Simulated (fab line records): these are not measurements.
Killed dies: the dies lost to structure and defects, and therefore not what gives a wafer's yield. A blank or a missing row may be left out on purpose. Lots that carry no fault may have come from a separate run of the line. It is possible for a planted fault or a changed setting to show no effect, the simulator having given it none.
Chamber matching    flow sky130    cmp-01 running SKY_VIA3_CMP_24: 4 sister chambers
The step polishes, stops on SiO2, t overpolish 20 s, target thk 0 nm. 8 wafers are shown with their chamber, then 12 later ones without.

WAFERS PAIRED WITH THEIR CHAMBERS
wafer   chamber  motor-current-A (A)  time-to-endpoint-s (s)
L094.3  2        11.3                 93
L094.5  0        10.7                 97
L094.2  0        10.4                 100
L094.4  1        11.0                 98
L094.6  3        10.4                 97
L095.1  3        9.8                  97
L095.2  1        11.6                 97
L095.6  2        11.6                 91

WAFERS WITHOUT THEIR CHAMBER
wafer   motor-current-A (A)  time-to-endpoint-s (s)
L095.3  11.0                 91
L095.4  10.5                 99
L095.5  10.8                 95
L096.2  10.4                 92
L096.4  11.4                 93
L096.5  11.4                 91
L097.1  10.6                 97
L097.3  11.4                 92
L097.4  10.6                 99
L097.2  10.5                 97
L097.5  11.5                 100
L097.6  11.8                 95

THE CHAMBER EACH PASSED THROUGH
wafer    from the rows above                 in truth
L095.3   2                                   2
L095.4   can't be placed: 0 or 3             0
L095.5   can't be placed: 1 or 3 or 0 or 2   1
L096.2   can't be placed: 2 or 3 or 0 or 1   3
L096.4   2                                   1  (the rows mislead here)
L096.5   2                                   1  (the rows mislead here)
L097.1   can't be placed: 0 or 3 or 1        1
L097.3   2                                   2
L097.4   can't be placed: 0 or 3 or 1        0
L097.2   can't be placed: 0 or 3 or 1        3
L097.5   can't be placed: 1 or 0             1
L097.6   can't be placed: 1 or 2             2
2 of 12 placed correctly. These rows do not allow placing 8 (true chamber among the candidates in 8). Placed wrongly: 2.
How it was worked out, from the rows above alone: a wafer's distance from a chamber is the root of the sum, over the readings, of the square of ((its reading less the chamber's mean) divided by the reading's scatter). If the next closest chamber is less than 2 further off than the closest, the wafer can't be placed; otherwise it belongs to the closest. For every chamber, the mean is computed from those of its wafers that are shown. The scatter: take each reading less its chamber's mean, square it, sum over the shown wafers, divide by the number of wafers less the number of chambers, and take the root.
